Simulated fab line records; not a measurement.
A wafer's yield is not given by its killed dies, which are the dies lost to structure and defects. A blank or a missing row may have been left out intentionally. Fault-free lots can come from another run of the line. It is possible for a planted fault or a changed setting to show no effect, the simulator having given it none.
What tool caused it? | flow sky130 | 13 lots, 39 wafers sampled, at 4 steps of a route of 708

== WHAT EACH GAUGE READ, for each wafer ==
SKY_METAL1_OVL_MEAS_16.
lot  | measured     | on         | METAL1_OVL (nm)
L445 | day 33 02:48 | overlay-01 | 4 5 -13
L446 | day 33 08:05 | overlay-01 | -3 2 5
L449 | day 34 10:20 | overlay-02 | -3 11 -2
L450 | day 34 12:34 | overlay-01 | -9 -15 -13
L451 | day 34 22:26 | overlay-02 | -3 2 2
L452 | day 35 15:56 | overlay-01 | -2 -2 -5
L454 | day 36 05:20 | overlay-02 | -3 4 3
L455 | day 36 10:16 | overlay-02 | -1 -2 2
L462 | day 38 11:55 | overlay-02 | 7 13 5
L461 | day 38 12:29 | overlay-02 | 5 4 5
L463 | day 38 15:28 | overlay-02 | 9 6 5
L464 | day 39 03:38 | overlay-01 | -6 -6 -7
L466 | day 39 22:35 | overlay-01 | -14 -15 -12

SKY_VIA1_CD_MEAS_12: the cd target is 150 nm.
lot  | measured     | on        | cd-nm (nm)
L445 | day 34 06:53 | cd-sem-02 | 149.1 149.6 149.8
L446 | day 34 12:02 | cd-sem-02 | 149.4 148.8 149.9
L449 | day 35 12:57 | cd-sem-02 | 150.5 147.7 149.9
L450 | day 35 15:11 | cd-sem-02 | 149.5 148.3 150.4
L451 | day 36 01:13 | cd-sem-02 | 146.8 146.6 147.3
L452 | day 36 19:35 | cd-sem-01 | 147.8 148.0 149.0
L454 | day 37 08:28 | cd-sem-02 | 150.4 150.6 148.9
L455 | day 37 13:02 | cd-sem-02 | 149.9 148.0 148.9
L462 | day 39 13:44 | cd-sem-02 | 149.7 149.5 149.0
L461 | day 39 14:33 | cd-sem-02 | 169.2 66.0 75.5
L463 | day 39 17:50 | cd-sem-01 | 150.3 152.3 150.5
L464 | day 40 05:34 | cd-sem-01 | 148.6 148.6 149.2
L466 | day 41 00:33 | cd-sem-02 | 148.4 148.1 146.2

SKY_VIA1_OVL_MEAS_13.
lot  | measured     | on         | VIA1_OVL (nm)
L445 | day 34 07:01 | overlay-01 | -1 2 2
L446 | day 34 12:09 | overlay-01 | 6 4 3
L449 | day 35 13:02 | overlay-02 | -8 -9 -11
L450 | day 35 15:19 | overlay-02 | 4 0 3
L451 | day 36 01:19 | overlay-02 | -8 -2 -3
L452 | day 36 19:42 | overlay-02 | -2 -3 -7
L454 | day 37 08:32 | overlay-01 | -11 -6 -3
L455 | day 37 13:07 | overlay-02 | -5 -11 -4
L462 | day 39 13:51 | overlay-02 | -1 -3 -3
L461 | day 39 14:40 | overlay-02 | -9 -8 -8
L463 | day 39 17:58 | overlay-02 | -1 2 5
L464 | day 40 05:38 | overlay-02 | -5 -8 2
L466 | day 41 00:40 | overlay-01 | -6 -6 -7

== TOOL THAT RAN EACH LOT (tool first, then ch and the chambers of the sampled wafers, then the start) ==
lot  | SKY_VIA1_EXPOSE_09
L445 | krf-scanner-02 ch 0, day 33 17:34
L446 | krf-scanner-01 ch 0, day 33 22:19
L449 | krf-scanner-02 ch 0, day 35 00:33
L450 | krf-scanner-02 ch 0, day 35 02:38
L451 | krf-scanner-01 ch 0, day 35 12:42
L452 | krf-scanner-01 ch 0, day 36 07:02
L454 | krf-scanner-01 ch 0, day 36 20:02
L455 | krf-scanner-02 ch 0, day 37 00:39
L462 | krf-scanner-01 ch 0, day 39 01:23
L461 | krf-scanner-02 ch 0, day 39 02:45
L463 | krf-scanner-01 ch 0, day 39 05:34
L464 | krf-scanner-01 ch 0, day 39 17:33
L466 | krf-scanner-01 ch 0, day 40 12:14
- SKY_VIA1_EXPOSE_09: exposes mask VIM, target cd 150 nm.

== AS READ BY THE TOOLS THEMSELVES (means over the sampled wafers that have a number; for cases with no such wafer, the mark the record gives instead) ==
SKY_VIA1_EXPOSE_09.
lot  | tool           | exposure-dose-mJ-cm2
L445 | krf-scanner-02 | 37.82
L446 | krf-scanner-01 | 37.80
L449 | krf-scanner-02 | 37.86
L450 | krf-scanner-02 | 37.81
L451 | krf-scanner-01 | 37.77
L452 | krf-scanner-01 | 37.83
L454 | krf-scanner-01 | 37.83
L455 | krf-scanner-02 | 37.83
L462 | krf-scanner-01 | 37.80
L461 | krf-scanner-02 | 41.83
L463 | krf-scanner-01 | 37.83
L464 | krf-scanner-01 | 37.83
L466 | krf-scanner-01 | 37.79

== THE ANSWER, worked out from the rows above alone ==
Rule: usual is defined by the lots themselves. Put in order of their means at a reading, lots are off if they are a third of the lots or fewer, leave a main group of 4 or more, and stand apart from it by a gap of 3 or more times the standard deviation of the main group's means; of several such gaps the widest counts. A main group whose means are all the same, to the digits that the tables above print for the reading, isn't used. Also off: a lot with no number at a reading for which 4 or more lots have one. Any other lot the step has rows for is counted as sound. First the gauges in route order, then the tools' own readings, where a lot's mean is used as printed above. At the first step where some lot is off, the reading lying furthest off is the one used; lots without a number count as furthest.
Off: L461, at SKY_VIA1_CD_MEAS_12 (cd-nm). For the main group the mean is 149.0 nm and the standard deviation 1.
A tool fits if, at a process step before that reading, it ran every lot that is off, and no sound lot after the first of them. Not tried: the gauges at SKY_VIA1_CD_MEAS_12; whatever is off there is also off at SKY_VIA1_EXPOSE_09, on other tools, and gauge error can't account for it. One fits: krf-scanner-02 at SKY_VIA1_EXPOSE_09. A fault onset in the window from L455 (day 37 00:39, its last sound lot) to L461 (day 39 02:45, its first lot off) fits.
On the lots that are off, the tool's own readings at SKY_VIA1_EXPOSE_09 differ by more than 5 times the standard deviation of the sound lots' means, which bears it out; exposure-dose-mJ-cm2 reads 41.83 there versus 37.82 on the sound lots.

== WHAT THE SIMULATOR PUT IN ==
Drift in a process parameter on krf-scanner-02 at SKY_VIA1_EXPOSE_09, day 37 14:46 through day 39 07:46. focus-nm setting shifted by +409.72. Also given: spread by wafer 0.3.
Shown lots that were struck: L461. This agrees with what the rule above found.
